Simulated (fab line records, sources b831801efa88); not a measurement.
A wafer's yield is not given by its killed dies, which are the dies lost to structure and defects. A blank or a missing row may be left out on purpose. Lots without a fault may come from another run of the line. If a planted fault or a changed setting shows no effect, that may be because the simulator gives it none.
Matching of chambers	flow sky130	3 sister chambers for SKY_CONTACT_HDPCVD_02 on hdpcvd-02
The step deposits SiO2, target thk 565 nm, time 94.2 s. 3 wafers are shown with their chamber, then 8 later ones without.

== WAFERS, EACH WITH ITS CHAMBER ==
wafer	chamber	susceptor-temp-C (C)
L680.4	2	599.73
L681.1	0	600.64
L682.2	1	599.95

== WAFERS WITH NO CHAMBER GIVEN ==
wafer	susceptor-temp-C (C)
L682.4	600.18
L682.5	600.17
L685.1	599.85
L685.2	600.03
L685.5	600.16
L686.1	600.25
L686.5	599.59
L686.6	600.06

== CHAMBER TAKEN BY EACH ==
wafer	from the rows above	in truth
L682.4	can't be placed: 1 or 2 or 0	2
L682.5	can't be placed: 1 or 2 or 0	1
L685.1	can't be placed: 1 or 2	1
L685.2	can't be placed: 1 or 2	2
L685.5	can't be placed: 1 or 2 or 0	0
L686.1	can't be placed: 1 or 0 or 2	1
L686.5	can't be placed: 2 or 1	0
L686.6	can't be placed: 1 or 2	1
Correctly placed: 0 of 8. Unplaceable from these rows: 8, with the true chamber sitting among the candidates in 7. Placed wrongly: 0.
How it was worked out, from the rows above alone: a wafer's distance from a chamber is the root of the sum, over the readings, of the square of ((its reading less the chamber's mean) divided by the reading's scatter). The wafer belongs to the nearest chamber; if the next one is less than 2 further off, it can't be placed. A chamber's mean is the mean of its shown wafers. The scatter (one wafer shown for each chamber): square how far every hidden wafer sits from the nearest shown wafer, average those squares and take the square root.
